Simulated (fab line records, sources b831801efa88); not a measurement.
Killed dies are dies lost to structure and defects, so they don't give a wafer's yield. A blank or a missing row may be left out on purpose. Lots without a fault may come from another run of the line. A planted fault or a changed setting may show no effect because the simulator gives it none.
fab line records | flow sky130
record lots=6 wafers=18 last_day=50
route steps=708 shown SD_N@344 SD_P@359 RES_XHIGH@360 PAD_OPEN@708
lots that met no fault: from a run of the same line without faults
start_h: hours from the record's first day to the start of the lot's first wafer shown | wait_h: hours since the lot's step before | " the same as in the row above | L1.1+2: a row that stands for several wafers | - no value, or no start given | * or withheld: withheld | < > ~ a bound
route shown NAME@n: a module of which the file shows steps, and the number in the route of the first | usual: mean/standard deviation of fault-free wafers | same: alike in all rows | chamber/n: place in a boat | sites: the reading at each site | _std_site: their standard deviation | _edge_site: outer sites' mean less inner sites' | radius_mm: how far each site lies from the wafer's centre | mask NAME#n: copy n | behind: the tool/chamber that last shaped the wafer | hold: why the lot was held/for how many hours/how that ended | device: the transistor (n, p or np) that didn't switch | end of line: the same wafers' tests at the end of the route | a step without rows: its recipe alone | killed: dies lost to structure and defects at the first sort, not the wafer's yield | map: a wafer's dies, x killed, . not, _ none there
set.NAME: the setting as run; set.NAME@STEP: as run at that earlier step | model.NAME: the simulator's own value behind a step, which no gauge read
lots at some steps of the route; a table a step, a row a wafer
services: from which hour (start_h, from the record's first day; less than 0 if before it) a tool's chamber was out of use, for how many hours, and why
## steps
# step SKY_SD_N_COAT_02
# recipe resist=NOVOLAK spin_rpm=3000 resist_thk_nm=1140
# step SKY_SD_N_SOFTBAKE_03
# recipe temp_c=90 time_s=60 resist=NOVOLAK
# step SKY_SD_N_EXPOSE_04
# recipe mask_id=NSDM na=0.6 source_shape=conventional sigma_outer=0.6 polarization=unpolarized target_cd_nm=380 dose_mj=141
# step SKY_SD_N_PEB_05
# recipe temp_c=withheld time_s=* resist=NOVOLAK
# step SKY_SD_N_DEVELOP_06
# recipe resist=NOVOLAK developer=TMAH develop_time_s=60 dev_temp_c=23
# step SKY_SD_N_CD_MEAS_07
# recipe target_cd_nm=380
# usual cd_nm=380.4/1.9
# columns lot.wafer tool chamber start_h wait_h cd_nm
L315.4 cd_sem-02 - 682.68 0.1 382.7
L315.5 " - " " 380.7
L315.6 " - " " 382.6
L320.2 cd_sem-02 - 726.43 0.1 380.3
L320.4 " - " " 381.1
L320.5 " - " " 380.8
L333.3 cd_sem-01 - 808.56 0.1 382.8
L333.5 " - " " 382.3
L333.6 " - " " 379.0
L331.2 cd_sem-01 - 808.68 0.1 380.5
L331.4 " - " " 380.2
L331.6 " - " " 381.2
L334.3 cd_sem-02 - 814.95 0.1 381.2
L334.5 " - " " 381.8
L334.6 " - " " 381.7
L335.2 cd_sem-02 - 823.83 0.1 377.6
L335.3 " - " " 379.9
L335.6 " - " " 380.1
# step SKY_SD_N_OVL_MEAS_08
# usual SD_N_OVL=0.9/1.4
# columns lot.wafer tool chamber start_h wait_h SD_N_OVL[nm]
L315.4 overlay-01 - 682.75 0.1 1.6
L315.5 " - " " 3.0
L315.6 " - " " 1.5
L320.2 overlay-01 - 726.54 0.1 -0.4
L320.4 " - " " -3.3
L320.5 " - " " 0.2
L333.3 overlay-02 - 808.65 0.1 -1.1
L333.5 " - " " -2.1
L333.6 " - " " -0.4
L331.2 overlay-02 - 808.79 0.1 0.5
L331.4 " - " " -0.1
L331.6 " - " " -0.5
L334.3 overlay-01 - 815.04 0.1 2.6
L334.5 " - " " 2.8
L334.6 " - " " 1.5
L335.2 overlay-02 - 823.94 0.1 -0.8
L335.3 " - " " -0.2
L335.6 " - " " -1.5
# step SKY_SD_N_IMPLANT_09
# recipe species=As energy_kev=50 dose_cm2=4e+15 tilt_deg=0
# step SKY_SD_N_IMPLANT_10
# recipe species=P energy_kev=20 dose_cm2=1e+14 tilt_deg=0
# step SKY_SD_N_STRIP_11
# recipe chemistry=O2/N2 power_w=1400 pressure_mtorr=1500 platen_temp_c=withheld o2_flow_sccm=3000 n2_flow_sccm=300 overash_fraction=0.5
# usual drypump_motor_current_A=5.6/0.49 n2_flow_sccm=299.9/1 oes_product_au=0.527/0.0046 strip_time_to_endpoint_s=22.54/0.045
# columns lot.wafer tool chamber start_h wait_h drypump_motor_current_A n2_flow_sccm oes_product_au rf_hours_counter_h strip_time_to_endpoint_s
L315.4 plasma_asher-02 0 683.11 0.1 4.8 301.1 0.527 - 22.54
L315.5 " 1 " " 5.8 298.9 0.532 - 22.54
L315.6 " 0 " " 4.8 300.3 0.522 - 22.58
L320.2 plasma_asher-02 1 726.87 0.1 5.8 299.7 0.528 58 22.56
L320.4 " 0 " " 4.8 299.3 0.531 - 22.54
L320.5 " 0 " " 4.8 298.9 0.524 - 22.58
L333.3 plasma_asher-02 0 809.01 0.1 4.8 299.4 0.535 - 22.51
L333.5 " 1 " " 5.8 300.6 0.530 - 22.58
L333.6 " 0 " " 4.8 300.5 0.524 - 22.54
L331.2 plasma_asher-04 0 809.12 0.1 6.0 300.8 0.530 39 22.49
L331.4 " 1 " " 5.9 300.4 0.530 - 22.57
L331.6 " 1 " " 5.9 302.3 0.535 - 22.53
L334.3 plasma_asher-02 0 815.40 0.1 4.8 298.8 0.525 - 22.52
L334.5 " 1 " " 5.8 300.8 0.530 - 22.46
L334.6 " 0 " " 4.8 301.0 0.531 - 22.47
L335.2 plasma_asher-03 1 824.27 0.1 6.1 298.5 0.532 8 22.57
L335.3 " 0 " " 5.7 299.9 0.521 - 22.58
L335.6 " 1 " " 6.2 299.8 0.528 - 22.58
# step SKY_SD_N_TW_MEAS_12
# usual SD_N_TW=3986/24
# columns lot.wafer tool chamber start_h wait_h SD_N_TW
L315.4 film_metro-03 - 683.20 0.1 4017
L315.5 " - " " 3998
L315.6 " - " " 3997
L320.2 film_metro-01 - 726.98 0.1 3973
L320.4 " - " " 3974
L320.5 " - " " 3986
L333.3 film_metro-01 - 809.09 0.1 3984
L333.5 " - " " 3985
L333.6 " - " " 3997
L331.2 film_metro-03 - 809.23 0.1 3957
L331.4 " - " " 3955
L331.6 " - " " 3965
L334.3 film_metro-03 - 815.49 0.1 3958
L334.5 " - " " 3954
L334.6 " - " " 3973
L335.2 film_metro-04 - 824.38 0.1 3968
L335.3 " - " " 3981
L335.6 " - " " 3973
# step SKY_SD_N_CLEAN_13
# recipe chemistry=SC1/SC2 mix=1:4:20 temp_c=70 time_s=150 dry=n2_spin
# step SKY_SD_N_RTA_14
# recipe temp_c=1075 time_s=2 idle_temp_c=650 ramp_up_c_per_s=150 ramp_down_c_per_s=90 ambient=N2
# usual lamp_power_pct=15.74/0.054 wafer_temp_C_max=1077.9/1.4
# columns lot.wafer tool chamber start_h wait_h lamp_power_pct wafer_temp_C_max
L315.4 rtp_anneal-01 0 683.34 0.1 15.75 1076.1
L315.5 " 0 " " 15.82 1078.3
L315.6 " 0 " " 15.71 1078.8
L320.2 rtp_anneal-02 0 727.08 0.0 15.71 1076.1
L320.4 " 0 " " 15.79 1076.2
L320.5 " 0 " " 15.70 1076.7
L333.3 rtp_anneal-02 0 809.21 0.0 14.88 1077.4
L333.5 " 0 " " 14.94 1075.7
L333.6 " 0 " " 15.08 1078.1
L331.2 rtp_anneal-01 0 809.33 0.0 15.74 1076.6
L331.4 " 0 " " 15.68 1076.0
L331.6 " 0 " " 15.75 1079.7
L334.3 rtp_anneal-02 0 815.65 0.0 15.00 1077.0
L334.5 " 0 " " 15.07 1079.4
L334.6 " 0 " " 15.01 1077.6
L335.2 rtp_anneal-01 0 824.53 0.0 15.86 1077.8
L335.3 " 0 " " 15.76 1077.4
L335.6 " 0 " " 15.71 1077.3
# step SKY_SD_N_RS_MEAS_16
# recipe thk_meas_gauge=four-point-probe
# usual SD_N_RS=68.64/0.12
# columns lot.wafer tool chamber start_h wait_h SD_N_RS[ohm/sq]
L315.4 film_metro-01 - 683.57 0.1 68.61
L315.5 " - " " 68.50
L315.6 " - " " 68.63
L320.2 film_metro-04 - 727.27 0.1 68.72
L320.4 " - " " 68.60
L320.5 " - " " 68.79
L333.3 film_metro-01 - 809.40 0.1 72.01
L333.5 " - " " 72.00
L333.6 " - " " 71.79
L331.2 film_metro-04 - 809.52 0.1 68.82
L331.4 " - " " 68.84
L331.6 " - " " 68.84
L334.3 film_metro-03 - 815.85 0.1 71.84
L334.5 " - " " 71.85
L334.6 " - " " 71.96
L335.2 film_metro-01 - 824.72 0.1 68.88
L335.3 " - " " 68.76
L335.6 " - " " 68.56
# step SKY_SD_N_RS_MEAS_17
# recipe thk_meas_gauge=four-point-probe
# usual SD_P_RS=147.3/0.4
# columns lot.wafer tool chamber start_h wait_h SD_P_RS[ohm/sq]
L315.4 film_metro-01 - 683.69 0.1 147.0
L315.5 " - " " 147.4
L315.6 " - " " 147.3
L320.2 film_metro-04 - 727.39 0.1 147.3
L320.4 " - " " 148.2
L320.5 " - " " 147.9
L333.3 film_metro-01 - 809.52 0.1 166.2
L333.5 " - " " 166.9
L333.6 " - " " 166.5
L331.2 film_metro-04 - 809.64 0.1 148.0
L331.4 " - " " 147.7
L331.6 " - " " 147.9
L334.3 film_metro-03 - 815.97 0.1 166.1
L334.5 " - " " 166.1
L334.6 " - " " 166.2
L335.2 film_metro-01 - 824.84 0.1 147.6
L335.3 " - " " 147.5
L335.6 " - " " 147.6
# step SKY_SD_N_RS_MEAS_18
# recipe thk_meas_gauge=four-point-probe
# usual RES_XHIGH_RS=333.8/1.1
# columns lot.wafer tool chamber start_h wait_h RES_XHIGH_RS[ohm/sq]
L315.4 film_metro-01 - 683.81 0.1 331.9
L315.5 " - " " 332.4
L315.6 " - " " 331.3
L320.2 film_metro-04 - 727.51 0.1 333.3
L320.4 " - " " 335.1
L320.5 " - " " 333.9
L333.3 film_metro-01 - 809.64 0.1 334.4
L333.5 " - " " 334.2
L333.6 " - " " 335.0
L331.2 film_metro-04 - 809.76 0.1 335.5
L331.4 " - " " 334.8
L331.6 " - " " 335.2
L334.3 film_metro-03 - 816.09 0.1 334.7
L334.5 " - " " 334.3
L334.6 " - " " 335.2
L335.2 film_metro-01 - 824.96 0.1 336.4
L335.3 " - " " 336.3
L335.6 " - " " 334.0
# step SKY_PAD_OPEN_PROBE_99
# usual killed_at_M0_to_M3=43/7.2 killed_at_M4_up=3.2/1.8 killed_at_contacts=23/5.6 killed_at_front_end=15/4.6 killed_at_other=0.3/0.71 killed_dies=85/10 killed_open=46/7.8 killed_short=38/6.5
# same gross_dies=492 killed_at_back_side=0
# columns lot.wafer tool chamber start_h wait_h killed_at_M0_to_M3 killed_at_M4_up killed_at_contacts killed_at_front_end killed_at_other killed_dies killed_open killed_short model.etest.res_xhigh_po.line_ohm_um model.etest.res_xhigh_po.rs_ohm_sq model.etest.pfet_01v8.r_on_ohm_um model.etest.tip_p.rs_ohm_sq model.etest.res_pdiff.line_ohm_um model.etest.res_high_po.line_ohm_um model.etest.pfet_g5v0d10v5.r_on_ohm_um model.etest.licon_high_po.rc_ohm
L315.4 prober-02 - 1103.06 0.2 57 5 19 6 0 87 44 43 5625 2012 2950 6971 1356 723.1 4778 341.6
L315.5 prober-02 - 1103.11 0.2 42 5 31 6 0 84 35 49 5840 2007 2942 7035 1362 743.8 4790 349.2
L315.6 prober-02 - 1103.16 0.2 37 2 12 6 0 57 34 23 5519 1941 2969 6956 1353 735.8 4851 344.8
L320.2 prober-02 - 1132.28 0.1 40 2 23 24 0 89 48 41 5534 1951 3011 6946 1360 724 4798 341.1
L320.4 prober-02 - 1132.38 0.2 53 0 36 10 0 99 50 49 5683 1991 2949 6916 1373 736.5 4723 332.5
L320.5 prober-02 - 1132.43 0.2 39 4 28 22 0 93 50 43 5833 2024 2985 7013 1411 738.7 4833 360.4
L331.2 prober-01 - 1187.71 0.1 39 2 20 17 0 78 47 30 5706 1991 2847 6834 1307 739.1 4686 338.6
L331.4 prober-01 - 1187.81 0.2 35 6 32 17 1 91 51 40 5982 2080 2873 6855 1329 765.6 4758 338.5
L331.6 prober-01 - 1187.91 0.2 35 6 33 17 0 91 51 38 5910 2081 2907 6906 1344 753.9 4788 359.8
L333.3 prober-02 - 1189.26 0.2 44 1 22 20 0 87 44 43 7090 2482 3251 7067 1599 879.4 4924 474.2
L333.5 prober-02 - 1189.36 0.2 37 2 19 13 0 71 37 34 7320 2544 3199 7059 1588 892.1 4938 465.9
L333.6 prober-02 - 1189.41 0.2 34 3 16 17 0 70 29 41 7154 2528 3235 7065 1571 894.4 4879 481.6
L334.3 prober-01 - 1194.28 0.2 33 2 19 15 0 69 35 34 6990 2422 3287 7208 1572 872.9 5018 457.1
L334.5 prober-01 - 1194.38 0.2 37 6 20 13 0 76 51 25 7121 2524 3192 7154 1581 905.3 4897 463.4
L334.6 prober-01 - 1194.43 0.2 37 7 21 20 2 87 46 41 6850 2399 3230 7118 1601 865.5 4959 458.8
L335.2 prober-02 - 1197.05 0.1 39 5 29 14 0 87 50 36 5902 2058 2929 6968 1332 744 4751 357
L335.3 prober-02 - 1197.10 0.2 49 2 28 15 0 94 54 40 5705 2006 2889 6973 1302 731.7 4709 346.4
L335.6 prober-02 - 1197.25 0.2 45 3 21 16 0 85 47 37 5696 1973 2876 6916 1344 735 4777 348.8
# killed by level:class
L315.4 VIA3:geometric_particle:open=11 LI_CONTACT:geometric_particle:open=8 VIA1:geometric_particle:open=7 VIA2:geometric_particle:open=7 VIA2:geometric_particle:short=7 VIA3:geometric_particle:short=5 METAL3:geometric_particle:short=5 METAL2:geometric_particle:short=5
L315.5 CONTACT:geometric_particle:open=9 LOCAL_INTERCONNECT:geometric_particle:short=9 METAL1:geometric_particle:short=9 VIA3:geometric_particle:open=8 VIA1:geometric_particle:open=8 CONTACT:geometric_particle:short=7 FIELD_ISO:geometric_particle:short=5 LI_CONTACT:geometric_particle:open=5
L315.6 VIA2:geometric_particle:open=8 VIA1:geometric_particle:open=6 LI_CONTACT:geometric_particle:open=5 METAL1:geometric_particle:short=5 CONTACT:geometric_particle:open=4 VIA1:geometric_particle:short=4 METAL2:geometric_particle:short=3 METAL3:geometric_particle:short=3
L320.2 LI_CONTACT:geometric_particle:open=8 CONTACT:geometric_particle:open=7 VIA1:geometric_particle:open=7 VIA3:geometric_particle:open=7 METAL2:geometric_particle:short=5 FIELD_ISO:geometric_particle:short=4 POLY_GATE:geometric_particle:open=4 METAL3:geometric_particle:short=4
L320.4 VIA1:geometric_particle:open=13 CONTACT:geometric_particle:open=10 VIA1:geometric_particle:short=9 CONTACT:geometric_particle:short=8 VIA2:geometric_particle:open=7 LI_CONTACT:geometric_particle:open=6 LOCAL_INTERCONNECT:geometric_particle:short=6 VIA3:geometric_particle:open=6
L320.5 LI_CONTACT:geometric_particle:open=11 FIELD_ISO:geometric_particle:short=9 CONTACT:geometric_particle:open=9 VIA1:geometric_particle:open=8 METAL2:geometric_particle:short=6 VIA1:geometric_particle:short=5 VIA2:geometric_particle:open=5 VIA3:geometric_particle:open=5
L331.2 VIA1:geometric_particle:open=9 CONTACT:geometric_particle:open=8 METAL2:geometric_particle:short=6 VIA3:geometric_particle:open=6 VIA2:geometric_particle:open=5 POLY_GATE:geometric_particle:short=4 LI_CONTACT:geometric_particle:open=4 VIA1:geometric_particle:short=4
L331.4 VIA1:geometric_particle:open=12 CONTACT:geometric_particle:open=10 LOCAL_INTERCONNECT:geometric_particle:short=8 CONTACT:geometric_particle:short=7 POLY_GATE:geometric_particle:open=6 FIELD_ISO:geometric_particle:open=5 LI_CONTACT:geometric_particle:open=4 METAL4:geometric_particle:short=4
L331.6 VIA1:geometric_particle:open=13 CONTACT:geometric_particle:open=13 FIELD_ISO:geometric_particle:open=6 CONTACT:geometric_particle:short=6 LI_CONTACT:geometric_particle:open=6 METAL1:geometric_particle:short=5 LOCAL_INTERCONNECT:geometric_particle:short=4 VIA2:geometric_particle:open=4
L333.3 VIA1:geometric_particle:open=10 CONTACT:geometric_particle:open=8 FIELD_ISO:geometric_particle:open=5 LI_CONTACT:geometric_particle:open=5 VIA3:geometric_particle:short=5 METAL1:geometric_particle:short=5 VIA2:geometric_particle:open=5 METAL2:geometric_particle:short=5
L333.5 CONTACT:geometric_particle:open=7 METAL1:geometric_particle:short=7 LI_CONTACT:geometric_particle:open=6 VIA1:geometric_particle:open=6 VIA3:geometric_particle:open=6 POLY_GATE:geometric_particle:open=4 LOCAL_INTERCONNECT:geometric_particle:short=4 METAL2:geometric_particle:short=4
L333.6 METAL1:geometric_particle:short=9 METAL2:geometric_particle:short=9 CONTACT:geometric_particle:open=8 FIELD_ISO:geometric_particle:short=6 POLY_GATE:geometric_particle:open=4 CONTACT:geometric_particle:short=4 VIA3:geometric_particle:open=4 POLY_GATE:geometric_particle:short=3
L334.3 CONTACT:geometric_particle:open=7 VIA1:geometric_particle:short=7 FIELD_ISO:geometric_particle:short=5 FIELD_ISO:geometric_particle:open=5 LI_CONTACT:geometric_particle:open=5 VIA1:geometric_particle:open=4 METAL2:geometric_particle:short=4 VIA2:geometric_particle:open=4
L334.5 VIA2:geometric_particle:open=10 LI_CONTACT:geometric_particle:open=9 VIA3:geometric_particle:open=7 VIA1:geometric_particle:open=6 FIELD_ISO:geometric_particle:open=5 POLY_GATE:geometric_particle:open=5 METAL4:geometric_particle:short=4 LOCAL_INTERCONNECT:geometric_particle:short=4
L334.6 VIA1:geometric_particle:open=11 FIELD_ISO:geometric_particle:open=7 LI_CONTACT:geometric_particle:open=6 CONTACT:geometric_particle:open=6 VIA1:geometric_particle:short=6 FIELD_ISO:geometric_particle:short=5 POLY_GATE:geometric_particle:open=5 CONTACT:geometric_particle:short=4
L335.2 CONTACT:geometric_particle:open=15 VIA3:geometric_particle:open=7 METAL2:geometric_particle:short=7 VIA2:geometric_particle:open=7 LI_CONTACT:geometric_particle:open=6 VIA1:geometric_particle:open=6 FIELD_ISO:geometric_particle:short=5 CONTACT:geometric_particle:short=4
L335.3 VIA3:geometric_particle:open=14 LI_CONTACT:geometric_particle:open=9 LOCAL_INTERCONNECT:geometric_particle:short=8 VIA1:geometric_particle:short=7 CONTACT:geometric_particle:open=7 VIA1:geometric_particle:open=6 VIA2:geometric_particle:open=6 POLY_GATE:geometric_particle:open=5
L335.6 VIA3:geometric_particle:open=12 METAL2:geometric_particle:short=8 VIA1:geometric_particle:short=7 CONTACT:geometric_particle:open=6 POLY_GATE:geometric_particle:open=5 LI_CONTACT:geometric_particle:open=5 LOCAL_INTERCONNECT:geometric_particle:short=5 FIELD_ISO:geometric_particle:open=4
## services
# columns tool chamber start_h hours kind
plasma_asher-04 - 692.03 7.9 repair
plasma_asher-04 - 705.02 1.2 repair
plasma_asher-03 - 711.27 0.8 repair
plasma_asher-03 - 733.75 9.0 pm
plasma_asher-03 0 733.75 9.0 vent_cycle
plasma_asher-03 1 733.75 9.0 vent_cycle
plasma_asher-03 0 742.75 - clean
plasma_asher-03 1 742.75 - clean
## key
first_sign step=SKY_SD_N_RTA_14 reading=lamp_power_pct direction=down sigmas=14 usual=15.74 struck=15.00
effect step=SKY_SD_N_RS_MEAS_16 reading=SD_N_RS direction=up sigmas=28 usual=68.64 struck=71.91
effect step=SKY_SD_N_RS_MEAS_17 reading=SD_P_RS direction=up sigmas=47 usual=147.3 struck=166.3
model_effect step=SKY_PAD_OPEN_PROBE_99 value=etest.res_xhigh_po.line_ohm_um without=5722 struck=7087
met_at SKY_SD_N_RTA_14
struck_wafers L333.3,L333.5,L333.6,L334.3,L334.5,L334.6
tester_left_out L333,L334
onset_between 727.08 809.21
fault kind=process_parameter_drift tool=rtp_anneal-02 chamber=- onset_h=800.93 steps=SKY_SD_N_RTA_14 channel=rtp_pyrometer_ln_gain offset=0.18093 shape=step end_h=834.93
# tester_left_out: of these lots the tester's yield and bins aren't shown, on N5 and GAA mostly nor the transistor test; their killed dies are dies lost to structure and defects alone, not to doping, threshold or leakage, so they don't give the yield
